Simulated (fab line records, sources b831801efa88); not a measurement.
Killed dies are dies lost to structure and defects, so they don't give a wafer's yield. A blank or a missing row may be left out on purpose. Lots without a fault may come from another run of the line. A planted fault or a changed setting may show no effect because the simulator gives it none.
fab line records | flow sky130
record lots=13 wafers=39 last_day=50
route steps=708 shown CONTACT@430 METAL1@434 PAD_OPEN@708
lots that met no fault: from a run of the same line without faults
start_h: hours from the record's first day to the start of the lot's first wafer shown | wait_h: hours since the lot's step before | " the same as in the row above | L1.1+2: a row that stands for several wafers | - no value, or no start given | * or withheld: withheld | < > ~ a bound
route shown NAME@n: a module of which the file shows steps, and the number in the route of the first | usual: mean/standard deviation of fault-free wafers | same: alike in all rows | chamber/n: place in a boat | sites: the reading at each site | _std_site: their standard deviation | _edge_site: outer sites' mean less inner sites' | radius_mm: how far each site lies from the wafer's centre | mask NAME#n: copy n | behind: the tool/chamber that last shaped the wafer | hold: why the lot was held/for how many hours/how that ended | device: the transistor (n, p or np) that didn't switch | end of line: the same wafers' tests at the end of the route | a step without rows: its recipe alone | killed: dies lost to structure and defects at the first sort, not the wafer's yield | map: a wafer's dies, x killed, . not, _ none there
set.NAME: the setting as run; set.NAME@STEP: as run at that earlier step | model.NAME: the simulator's own value behind a step, which no gauge read
steps of the route over a sample of lots; a table a step, a row a wafer
services: from which hour (start_h, from the record's first day; less than 0 if before it) a tool's chamber was out of use, for how many hours, and why
## steps
# step SKY_CONTACT_CVD_24
# recipe material=W target_thk_nm=340 time_s=102.12 temp_c=400 pressure_torr=40
# usual heater_power_w=776/69
# same time_s=102.12
# columns lot.wafer tool chamber start_h wait_h heater_power_w
L820.2 cvd_w-02 0 742.24 0.0 795
L820.3 " 0 " " 819
L820.6 " 0 " " 812
L822.1 cvd_w-01 1 757.95 0.0 726
L822.2 " 0 " " 870
L822.5 " 1 " " 729
L821.1 cvd_w-02 1 758.32 0.0 698
L821.2 " 0 " " 802
L821.6 " 1 " " 707
L823.1 cvd_w-02 0 776.09 0.0 797
L823.2 " 0 " " 815
L823.3 " 0 " " 797
L825.3 cvd_w-02 0 796.94 0.1 792
L825.4 " 1 " " 700
L825.5 " 1 " " 703
L826.3 cvd_w-01 0 797.60 0.1 897
L826.4 " 1 " " 735
L826.6 " 0 " " 893
L828.1 cvd_w-01 1 812.93 0.0 724
L828.3 " 1 " " 713
L828.6 " 0 " " 893
L829.2 cvd_w-02 0 817.86 0.0 801
L829.5 " 0 " " 788
L829.6 " 1 " " 702
L830.1 cvd_w-02 1 834.29 0.0 717
L830.5 " 1 " " 705
L830.6 " 0 " " 805
L839.1 cvd_w-01 0 885.37 0.0 882
L839.3 " 1 " " 746
L839.4 " 0 " " 888
L841.3 cvd_w-02 0 904.02 0.1 825
L841.4 " 1 " " 696
L841.5 " 1 " " 719
L840.2 cvd_w-02 1 904.32 0.0 699
L840.3 " 0 " " 787
L840.4 " 1 " " 695
L842.1 cvd_w-02 0 908.58 0.0 792
L842.2 " 1 " " 700
L842.5 " 0 " " 804
# step SKY_CONTACT_CMP_27
# recipe stop_on=SiO2 t_overpolish_s=15 down_force_psi=3.5 platen_rpm=60 target_thk_nm=0 pad_velocity_m_s=0.94248
# usual edge_zone_pressure_frac=1.001/0.0048 head_pressure_psi=3.500/0.0083 motor_current_A=11.3/0.92 overpolish_run_s=14.999/0.0085 retaining_ring_pressure_frac=1.000/0.0047 time_to_endpoint_s=81/3.3
# columns lot.wafer tool chamber start_h wait_h edge_zone_pressure_frac head_pressure_psi motor_current_A overpolish_run_s retaining_ring_pressure_frac time_to_endpoint_s
L820.3 cmp-02 1 742.53 0.0 0.991 3.504 11.7 15.005 0.995 82
L820.2 " 0 " " 1.006 3.490 12.2 14.989 1.005 79
L820.6 " 1 " " 0.996 3.497 11.6 14.980 0.992 81
L822.2 cmp-02 0 758.24 0.0 1.009 3.496 12.6 14.986 0.995 79
L822.1 " 3 " " 1.002 3.504 11.7 15.003 0.996 84
L822.5 " 0 " " 1.002 3.487 12.7 15.005 0.996 82
L821.1 cmp-01 1 758.61 0.1 0.996 3.500 10.4 14.997 0.994 84
L821.2 " 2 " " 1.001 3.519 11.4 15.007 1.001 81
L821.6 " 1 " " 0.993 3.501 10.6 14.990 0.993 84
L823.2 cmp-01 3 776.49 0.0 0.994 3.496 11.8 14.997 1.007 82
L823.1 " 0 " " 1.003 3.492 9.3 14.990 0.996 76
L823.3 " 2 " " 1.003 3.514 11.6 15.008 1.002 80
L825.4 cmp-02 3 797.25 0.1 1.001 3.502 12.7 14.993 1.001 82
L825.3 " 1 " " 1.003 3.514 11.9 15.012 0.997 77
L825.5 " 3 " " 0.998 3.494 12.0 15.001 0.998 84
L826.4 cmp-01 3 797.85 0.0 0.998 3.515 11.7 15.002 0.999 81
L826.3 " 2 " " 1.000 3.498 11.5 14.996 1.009 78
L826.6 " 0 " " 1.001 3.501 9.9 14.997 0.999 79
L828.3 cmp-02 3 813.22 0.0 1.006 3.518 11.6 15.014 1.002 82
L828.1 " 2 " " 0.999 3.492 10.7 15.004 0.994 83
L828.6 " 0 " " 1.006 3.512 12.0 15.006 1.002 79
L829.2 cmp-01 1 818.15 0.0 - - - - - -
L829.6 " 1 " " - - - - - -
L829.5 " 2 " " - - - - - -
L830.1 cmp-02 3 834.63 0.1 - - - - - -
L830.5 " 2 " " - - - - - -
L830.6 " 3 " " - - - - - -
L839.3 cmp-01 3 885.66 0.0 0.999 3.499 12.7 15.001 1.001 84
L839.1 " 0 " " 1.004 3.491 9.7 14.993 0.996 81
L839.4 " 1 " " 1.000 3.502 11.0 14.991 1.001 80
L841.4 cmp-01 3 904.33 0.1 0.999 3.512 13.0 14.994 1.004 81
L841.3 " 1 " " 1.003 3.513 10.7 15.000 1.002 80
L841.5 " 3 " " 1.001 3.511 12.4 14.996 1.004 80
L840.4 cmp-01 2 904.61 0.0 1.008 3.483 11.6 15.023 1.004 75
L840.2 " 3 " " 0.997 3.488 12.9 15.014 0.999 74
L840.3 " 0 " " 0.998 3.474 9.7 15.004 1.001 74
L842.1 cmp-02 3 908.87 0.1 0.998 3.499 12.9 15.005 0.996 82
L842.2 " 1 " " 1.002 3.510 12.6 15.003 0.995 82
L842.5 " 0 " " 0.999 3.495 12.3 14.998 0.992 78
# step SKY_METAL1_SPUTTER_00
# recipe material=Ti target_thk_nm=15 power_w=3000 time_s=10 chamber_pressure_pa=0.4
# usual throttle_valve_pct=29.5/1.1
# same time_s=10
# columns lot.wafer tool chamber start_h wait_h throttle_valve_pct
L820.2 pvd_sputter-03 - 742.83 0.1 28.8
L820.3 " - " " 30.0
L820.6 " - " " 29.3
L822.1 pvd_sputter-02 - 758.54 0.1 30.3
L822.2 " - " " 30.5
L822.5 " - " " 30.5
L821.1 pvd_sputter-03 - 758.91 0.2 28.3
L821.2 " - " " 29.7
L821.6 " - " " 30.1
L823.1 pvd_sputter-01 - 776.79 0.2 31.3
L823.2 " - " " 29.1
L823.3 " - " " 31.1
L825.3 pvd_sputter-01 - 797.50 0.1 31.2
L825.4 " - " " 29.0
L825.5 " - " " 28.3
L826.3 pvd_sputter-02 - 798.15 0.1 28.7
L826.4 " - " " 30.6
L826.6 " - " " 30.5
L828.1 pvd_sputter-03 - 813.52 0.1 30.1
L828.3 " - " " 29.4
L828.6 " - " " 30.1
L839.1 pvd_sputter-01 - 885.98 0.2 28.8
L839.3 " - " " 31.2
L839.4 " - " " 29.3
L841.3 pvd_sputter-02 - 904.58 0.1 30.3
L841.4 " - " " 28.6
L841.5 " - " " 28.3
L840.2 pvd_sputter-01 - 904.91 0.2 31.2
L840.3 " - " " 31.3
L840.4 " - " " 28.7
L842.1 pvd_sputter-02 - 909.17 0.2 30.1
L842.2 " - " " 28.2
L842.5 " - " " 28.8
# step SKY_METAL1_SPUTTER_02
# recipe material=AlCu target_thk_nm=250 power_w=10600 time_s=13.3 chamber_pressure_pa=0.4
# usual throttle_valve_pct=29.5/1.2
# same time_s=13.3
# columns lot.wafer tool chamber start_h wait_h throttle_valve_pct
L820.2 pvd_sputter-03 - 742.88 0.0 28.6
L820.3 " - " " 30.1
L820.6 " - " " 29.6
L822.1 pvd_sputter-02 - 758.58 0.0 30.3
L822.2 " - " " 30.7
L822.5 " - " " 30.1
L821.1 pvd_sputter-03 - 758.95 0.0 28.6
L821.2 " - " " 29.5
L821.6 " - " " 30.1
L823.1 pvd_sputter-01 - 776.84 0.0 31.3
L823.2 " - " " 28.9
L823.3 " - " " 31.2
L825.3 pvd_sputter-01 - 797.54 0.0 31.2
L825.4 " - " " 29.3
L825.5 " - " " 28.7
L826.3 pvd_sputter-02 - 798.20 0.0 28.5
L826.4 " - " " 30.4
L826.6 " - " " 30.7
L828.1 pvd_sputter-03 - 813.57 0.0 30.1
L828.3 " - " " 29.8
L828.6 " - " " 30.1
L839.1 pvd_sputter-01 - 886.03 0.0 28.8
L839.3 " - " " 31.3
L839.4 " - " " 29.0
L841.3 pvd_sputter-02 - 904.62 0.0 30.3
L841.4 " - " " 28.5
L841.5 " - " " 28.2
L840.2 pvd_sputter-01 - 904.96 0.0 31.4
L840.3 " - " " 31.3
L840.4 " - " " 28.3
L842.1 pvd_sputter-02 - 909.21 0.0 30.3
L842.2 " - " " 28.2
L842.5 " - " " 28.4
# step SKY_PAD_OPEN_PROBE_99
# usual killed_at_M0_to_M3=44/6.5 killed_at_M4_up=3.0/1.5 killed_at_contacts=25/5.1 killed_at_front_end=14/4.1 killed_at_other=0.3/0.57 killed_dies=87/9.5 killed_on_rim=17/3.9 killed_open=48/6.8 killed_short=39/6.2
# same gross_dies=492 killed_at_back_side=0
# columns lot.wafer tool chamber start_h wait_h killed_at_M0_to_M3 killed_at_M4_up killed_at_contacts killed_at_front_end killed_at_other killed_dies killed_on_rim killed_open killed_short
L820.2 prober-01 - 1079.04 0.1 54 1 29 10 0 94 14 49 45
L820.3 prober-01 - 1079.09 0.2 38 3 27 7 0 75 16 45 30
L820.6 prober-01 - 1079.24 0.2 53 3 24 19 1 100 22 57 43
L822.1 prober-02 - 1094.33 0.1 41 2 37 13 0 93 16 46 47
L822.2 prober-02 - 1094.38 0.1 44 2 23 21 0 90 13 53 37
L822.5 prober-02 - 1094.53 0.2 61 3 18 13 1 96 22 47 49
L821.1 prober-01 - 1097.15 0.1 53 3 27 20 1 104 24 54 49
L821.2 prober-01 - 1097.20 0.1 53 4 22 12 0 91 16 58 33
L821.6 prober-01 - 1097.40 0.2 31 3 25 15 1 75 20 43 32
L823.1 prober-02 - 1104.67 0.1 41 3 30 10 0 84 18 48 36
L823.2 prober-02 - 1104.72 0.1 48 3 25 12 1 89 16 47 41
L823.3 prober-02 - 1104.77 0.2 43 3 25 14 1 86 14 52 34
L825.3 prober-01 - 1122.47 0.2 42 3 24 22 0 91 30 56 35
L825.4 prober-01 - 1122.52 0.2 50 3 25 14 1 93 24 47 45
L825.5 prober-01 - 1122.57 0.2 60 6 28 20 0 114 19 56 57
L826.3 prober-01 - 1123.97 0.2 56 4 24 16 1 101 24 52 47
L826.4 prober-01 - 1124.02 0.2 44 3 22 13 0 82 21 45 37
L826.6 prober-01 - 1124.12 0.2 51 3 24 11 0 89 19 44 45
L828.1 prober-01 - 1136.53 0.1 34 2 26 11 0 73 22 36 37
L828.3 prober-01 - 1136.63 0.2 46 6 17 10 1 80 19 43 37
L828.6 prober-01 - 1136.78 0.2 44 2 25 15 0 86 15 45 41
L829.2 prober-02 - 1142.29 0.1 51 7 424 9 1 492 96 56 41
L829.5 prober-02 - 1142.44 0.2 32 0 442 18 0 492 96 37 35
L829.6 prober-02 - 1142.49 0.2 45 3 429 15 0 492 96 39 37
L830.1 prober-01 - 1148.00 0.1 39 3 434 15 1 492 96 48 34
L830.5 prober-01 - 1148.20 0.2 38 5 433 16 0 492 96 45 35
L830.6 prober-01 - 1148.25 0.2 40 4 440 8 0 492 96 46 36
L839.1 prober-02 - 1186.51 0.1 37 2 28 13 0 80 11 43 37
L839.3 prober-02 - 1186.61 0.2 49 3 26 8 0 86 14 51 35
L839.4 prober-02 - 1186.66 0.2 49 2 25 6 0 82 14 48 34
L841.3 prober-01 - 1195.77 0.2 38 3 25 18 1 85 17 52 33
L841.4 prober-01 - 1195.82 0.2 32 2 25 21 0 80 13 37 43
L841.5 prober-01 - 1195.87 0.2 40 3 17 14 1 75 10 34 41
L840.2 prober-02 - 1196.67 0.1 46 3 23 11 0 83 20 40 43
L840.3 prober-02 - 1196.72 0.2 33 1 12 13 0 59 8 31 28
L840.4 prober-02 - 1196.77 0.2 43 3 21 14 0 81 21 47 34
L842.1 prober-01 - 1200.10 0.1 44 2 28 19 0 93 23 49 44
L842.2 prober-01 - 1200.15 0.1 41 2 26 17 0 86 17 49 37
L842.5 prober-01 - 1200.30 0.2 39 4 20 11 0 74 12 40 34
# killed by level:class
L820.2 VIA3:geometric_particle:open=10 LOCAL_INTERCONNECT:geometric_particle:short=10 METAL1:geometric_particle:short=8 VIA1:geometric_particle:open=8 CONTACT:geometric_particle:open=7 LI_CONTACT:geometric_particle:open=6 VIA2:geometric_particle:open=6 POLY_GATE:geometric_particle:open=5
L820.3 CONTACT:geometric_particle:open=13 VIA1:geometric_particle:open=9 VIA3:geometric_particle:open=7 METAL1:geometric_particle:short=5 LI_CONTACT:geometric_particle:open=4 LOCAL_INTERCONNECT:geometric_particle:short=4 CONTACT:geometric_particle:short=4 METAL1:geometric_particle:open=3
L820.6 VIA1:geometric_particle:open=15 CONTACT:geometric_particle:open=10 VIA2:geometric_particle:open=9 METAL1:geometric_particle:short=8 LI_CONTACT:geometric_particle:open=7 FIELD_ISO:geometric_particle:short=5 VIA3:geometric_particle:open=5 FIELD_ISO:geometric_particle:open=4
L822.1 CONTACT:geometric_particle:open=14 VIA1:geometric_particle:open=10 LOCAL_INTERCONNECT:geometric_particle:short=9 METAL2:geometric_particle:short=9 VIA3:geometric_particle:open=7 LI_CONTACT:geometric_particle:open=6 CONTACT:geometric_particle:short=6 METAL1:geometric_particle:short=6
L822.2 POLY_GATE:geometric_particle:open=9 METAL2:geometric_particle:short=9 VIA3:geometric_particle:open=8 CONTACT:geometric_particle:open=7 VIA1:geometric_particle:open=6 LI_CONTACT:geometric_particle:open=5 CONTACT:geometric_particle:short=5 VIA2:geometric_particle:open=5
L822.5 VIA1:geometric_particle:open=10 VIA2:geometric_particle:open=10 METAL1:geometric_particle:short=9 VIA3:geometric_particle:open=8 METAL2:geometric_particle:short=6 POLY_GATE:geometric_particle:short=5 VIA3:geometric_particle:short=5 POLY_GATE:geometric_particle:open=4
L821.1 CONTACT:geometric_particle:open=14 VIA1:geometric_particle:open=9 VIA2:geometric_particle:open=9 FIELD_ISO:geometric_particle:short=8 FIELD_ISO:geometric_particle:open=7 METAL1:geometric_particle:short=6 VIA1:geometric_particle:short=6 METAL2:geometric_particle:short=6
L821.2 VIA1:geometric_particle:open=20 CONTACT:geometric_particle:open=9 VIA2:geometric_particle:open=8 LI_CONTACT:geometric_particle:open=6 METAL1:geometric_particle:short=5 FIELD_ISO:geometric_particle:short=4 VIA3:geometric_particle:open=4 VIA2:geometric_particle:short=4
L821.6 CONTACT:geometric_particle:open=10 LI_CONTACT:geometric_particle:open=5 VIA1:geometric_particle:open=5 FIELD_ISO:geometric_particle:short=4 POLY_GATE:geometric_particle:open=4 VIA2:geometric_particle:open=4 CONTACT:geometric_particle:short=4 VIA1:geometric_particle:short=4
L823.1 CONTACT:geometric_particle:open=11 VIA2:geometric_particle:open=10 LI_CONTACT:geometric_particle:open=8 CONTACT:geometric_particle:short=7 VIA1:geometric_particle:short=7 VIA1:geometric_particle:open=5 VIA3:geometric_particle:open=5 METAL2:geometric_particle:short=4
L823.2 VIA1:geometric_particle:open=9 LI_CONTACT:geometric_particle:open=8 METAL1:geometric_particle:short=8 CONTACT:geometric_particle:open=8 VIA2:geometric_particle:open=8 FIELD_ISO:geometric_particle:short=6 VIA3:geometric_particle:open=6 VIA1:geometric_particle:short=5
L823.3 VIA1:geometric_particle:open=12 LI_CONTACT:geometric_particle:open=10 CONTACT:geometric_particle:open=9 VIA2:geometric_particle:open=6 METAL2:geometric_particle:short=5 VIA1:geometric_particle:short=4 VIA2:geometric_particle:short=4 VIA3:geometric_particle:open=3
L825.3 VIA1:geometric_particle:short=8 VIA1:geometric_particle:open=8 VIA2:geometric_particle:open=8 FIELD_ISO:geometric_particle:open=7 LI_CONTACT:geometric_particle:open=7 CONTACT:geometric_particle:open=7 POLY_GATE:geometric_particle:open=5 VIA3:geometric_particle:open=5
L825.4 VIA3:geometric_particle:open=9 CONTACT:geometric_particle:open=9 METAL1:geometric_particle:short=9 VIA1:geometric_particle:open=9 CONTACT:geometric_particle:short=7 LI_CONTACT:geometric_particle:open=5 VIA2:geometric_particle:open=5 VIA2:geometric_particle:short=5
L825.5 VIA2:geometric_particle:open=10 CONTACT:geometric_particle:open=8 VIA3:geometric_particle:open=8 LI_CONTACT:geometric_particle:open=7 CONTACT:geometric_particle:short=7 VIA1:geometric_particle:short=7 VIA1:geometric_particle:open=7 METAL2:geometric_particle:short=7
L826.3 VIA3:geometric_particle:open=9 VIA2:geometric_particle:short=8 VIA2:geometric_particle:open=7 VIA1:geometric_particle:open=7 LI_CONTACT:geometric_particle:open=6 LOCAL_INTERCONNECT:geometric_particle:short=6 CONTACT:geometric_particle:open=6 METAL1:geometric_particle:short=6
L826.4 VIA1:geometric_particle:open=11 CONTACT:geometric_particle:open=8 FIELD_ISO:geometric_particle:short=7 CONTACT:geometric_particle:short=6 VIA3:geometric_particle:open=6 VIA1:geometric_particle:short=6 VIA2:geometric_particle:open=6 LI_CONTACT:geometric_particle:open=5
L826.6 CONTACT:geometric_particle:open=12 METAL2:geometric_particle:short=10 VIA1:geometric_particle:open=9 METAL1:geometric_particle:short=7 LI_CONTACT:geometric_particle:open=6 VIA1:geometric_particle:short=6 VIA3:geometric_particle:open=6 CONTACT:geometric_particle:short=4
L828.1 LI_CONTACT:geometric_particle:open=8 LOCAL_INTERCONNECT:geometric_particle:short=7 METAL1:geometric_particle:short=7 CONTACT:geometric_particle:open=6 VIA1:geometric_particle:open=6 VIA2:geometric_particle:short=5 POLY_GATE:geometric_particle:open=4 CONTACT:geometric_particle:short=4
L828.3 VIA2:geometric_particle:open=11 VIA1:geometric_particle:open=9 METAL1:geometric_particle:short=7 METAL2:geometric_particle:short=6 CONTACT:geometric_particle:short=5 VIA1:geometric_particle:short=5 CONTACT:geometric_particle:open=4 FIELD_ISO:geometric_particle:short=3
L828.6 VIA2:geometric_particle:open=10 VIA1:geometric_particle:open=9 LI_CONTACT:geometric_particle:open=7 CONTACT:geometric_particle:open=6 METAL1:geometric_particle:short=6 VIA1:geometric_particle:short=5 VIA3:geometric_particle:open=5 LI_CONTACT:geometric_particle:short=4
L829.2 CONTACT:area_cmp=395 CONTACT:geometric_particle:open=11 VIA1:geometric_particle:open=11 LI_CONTACT:geometric_particle:open=9 METAL2:geometric_particle:short=6 VIA3:geometric_particle:open=6 VIA1:geometric_particle:short=5 METAL3:geometric_particle:short=5
L829.5 CONTACT:area_cmp=420 LI_CONTACT:geometric_particle:open=9 METAL2:geometric_particle:short=7 FIELD_ISO:geometric_particle:open=6 POLY_GATE:geometric_particle:short=5 CONTACT:geometric_particle:open=5 VIA1:geometric_particle:short=5 VIA1:geometric_particle:open=5
L829.6 CONTACT:area_cmp=416 METAL2:geometric_particle:short=11 VIA3:geometric_particle:open=10 VIA2:geometric_particle:open=8 VIA1:geometric_particle:open=5 SPACER:geometric_particle:open=4 CONTACT:geometric_particle:open=4 FIELD_ISO:geometric_particle:short=3
L830.1 CONTACT:area_cmp=409 LI_CONTACT:geometric_particle:open=11 VIA1:geometric_particle:open=7 VIA3:geometric_particle:open=7 VIA3:geometric_particle:short=6 FIELD_ISO:geometric_particle:open=5 CONTACT:geometric_particle:open=5 METAL3:geometric_particle:short=5
L830.5 CONTACT:area_cmp=412 VIA3:geometric_particle:open=11 CONTACT:geometric_particle:short=7 LI_CONTACT:geometric_particle:open=6 CONTACT:geometric_particle:open=5 FIELD_ISO:geometric_particle:short=4 FIELD_ISO:geometric_particle:open=4 METAL1:geometric_particle:short=4
L830.6 CONTACT:area_cmp=410 LI_CONTACT:geometric_particle:open=12 VIA1:geometric_particle:open=9 CONTACT:geometric_particle:open=6 METAL1:geometric_particle:short=6 VIA3:geometric_particle:open=6 LI_CONTACT:geometric_particle:short=5 METAL2:geometric_particle:short=5
L839.1 CONTACT:geometric_particle:open=12 VIA3:geometric_particle:open=8 METAL1:geometric_particle:short=7 VIA1:geometric_particle:open=7 LI_CONTACT:geometric_particle:open=5 VIA1:geometric_particle:short=5 VIA2:geometric_particle:open=5 FIELD_ISO:geometric_particle:short=4
L839.3 VIA1:geometric_particle:open=14 CONTACT:geometric_particle:open=14 METAL1:geometric_particle:short=7 VIA3:geometric_particle:open=7 VIA2:geometric_particle:open=6 LI_CONTACT:geometric_particle:open=5 METAL2:geometric_particle:short=4 VIA3:geometric_particle:short=4
L839.4 VIA1:geometric_particle:open=13 VIA3:geometric_particle:open=12 LI_CONTACT:geometric_particle:open=9 CONTACT:geometric_particle:open=8 CONTACT:geometric_particle:short=4 METAL2:geometric_particle:short=4 METAL3:geometric_particle:short=4 VIA3:geometric_particle:short=4
L841.3 VIA1:geometric_particle:open=11 VIA2:geometric_particle:open=9 POLY_GATE:geometric_particle:open=7 LI_CONTACT:geometric_particle:open=7 CONTACT:geometric_particle:open=7 CONTACT:geometric_particle:short=5 METAL1:geometric_particle:short=4 METAL3:geometric_particle:short=4
L841.4 CONTACT:geometric_particle:open=9 FIELD_ISO:geometric_particle:open=7 LI_CONTACT:geometric_particle:open=6 LI_CONTACT:geometric_particle:short=6 VIA1:geometric_particle:open=6 VIA1:geometric_particle:short=6 FIELD_ISO:geometric_particle:short=5 VIA3:geometric_particle:short=5
L841.5 VIA1:geometric_particle:open=9 METAL2:geometric_particle:short=6 LI_CONTACT:geometric_particle:open=5 VIA1:geometric_particle:short=5 METAL3:geometric_particle:short=4 LOCAL_INTERCONNECT:geometric_particle:short=4 VIA2:geometric_particle:open=4 CONTACT:geometric_particle:open=4
L840.2 VIA3:geometric_particle:open=12 CONTACT:geometric_particle:open=9 VIA1:geometric_particle:open=7 FIELD_ISO:geometric_particle:short=6 CONTACT:geometric_particle:short=6 METAL1:geometric_particle:short=5 VIA1:geometric_particle:short=5 VIA3:geometric_particle:short=5
L840.3 CONTACT:geometric_particle:open=6 FIELD_ISO:geometric_particle:short=5 VIA2:geometric_particle:open=5 VIA2:geometric_particle:short=4 METAL1:geometric_particle:open=4 VIA1:geometric_particle:open=4 METAL1:geometric_particle:short=4 METAL2:geometric_particle:short=4
L840.4 VIA1:geometric_particle:open=9 VIA2:geometric_particle:open=8 VIA3:geometric_particle:open=8 LI_CONTACT:geometric_particle:open=7 CONTACT:geometric_particle:short=6 FIELD_ISO:geometric_particle:open=5 CONTACT:geometric_particle:open=5 METAL1:geometric_particle:short=5
L842.1 VIA1:geometric_particle:open=12 CONTACT:geometric_particle:open=11 VIA3:geometric_particle:open=10 LI_CONTACT:geometric_particle:open=9 FIELD_ISO:geometric_particle:short=6 POLY_GATE:geometric_particle:short=6 METAL1:geometric_particle:short=6 VIA1:geometric_particle:short=5
L842.2 VIA1:geometric_particle:open=14 LI_CONTACT:geometric_particle:open=10 CONTACT:geometric_particle:open=8 FIELD_ISO:geometric_particle:short=7 CONTACT:geometric_particle:short=5 METAL2:geometric_particle:short=5 VIA3:geometric_particle:open=5 VIA1:geometric_particle:short=4
L842.5 VIA1:geometric_particle:open=15 VIA1:geometric_particle:short=6 CONTACT:geometric_particle:open=5 LI_CONTACT:geometric_particle:open=4 LOCAL_INTERCONNECT:geometric_particle:short=4 CONTACT:geometric_particle:short=4 METAL1:geometric_particle:short=4 VIA3:geometric_particle:open=4
## services
# columns tool chamber start_h hours kind
cmp-02 - 732.75 6.9 pm
cmp-01 - 744.14 4.0 pm
cmp-01 - 748.14 - consumable_replace:conditioner
cmp-01 - 748.14 - consumable_replace:pad
pvd_sputter-03 3 759.05 - consumable_replace:kit
cmp-02 - 763.45 4.6 pm
pvd_sputter-01 - 772.95 3.6 repair
cvd_w-02 1 775.98 7.6 repair
cvd_w-01 0 787.38 8.8 repair
cmp-02 - 798.26 6.1 repair
cmp-02 - 801.93 0.5 repair
pvd_sputter-01 - 807.42 6.8 repair
cmp-01 - 819.60 4.5 pm
cvd_w-01 - 820.11 14.6 pm
cmp-01 - 840.28 1.9 repair
pvd_sputter-02 1 853.32 - consumable_replace:kit
pvd_sputter-02 1 853.32 18.0 scheduled_down
pvd_sputter-02 1 853.32 18.0 vent_cycle
cmp-02 - 857.17 2.1 repair
pvd_sputter-02 - 873.42 7.8 repair
pvd_sputter-01 - 878.72 3.2 repair
pvd_sputter-02 - 889.55 9.2 repair
pvd_sputter-03 - 892.38 5.4 repair
cvd_w-01 - 904.00 14.0 pm
## key
first_sign step=SKY_CONTACT_CMP_27 reading=tool_record direction=missing
effect step=SKY_PAD_OPEN_PROBE_99 reading=killed_at_contacts direction=up sigmas=81 usual=25 struck=434
more_kills_born_at SKY_CONTACT_CMP_27@cmp-01=1227 SKY_CONTACT_CMP_27@cmp-02=1220
met_at SKY_CONTACT_CMP_27
struck_lots L829,L830
later_rows_left_out L829.2,L829.5,L829.6,L830.1,L830.5,L830.6
tester_left_out L829,L830
not_acting_at SKY_CONTACT_CVD_24,SKY_METAL1_SPUTTER_00,SKY_METAL1_SPUTTER_02
onset_between 813.22 818.15
fault kind=skipped_step_whole tool=cmp-01,cmp-02 chamber=- onset_h=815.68 steps=SKY_CONTACT_CMP_27 scope=struck_lots_only
# tester_left_out: of these lots the tester's yield and bins aren't shown, on N5 and GAA mostly nor the transistor test; their killed dies are dies lost to structure and defects alone, not to doping, threshold or leakage, so they don't give the yield
# later_rows_left_out: the simulator's readings of these wafers behind a module that went badly wrong aren't trusted and aren't shown, but for the sort
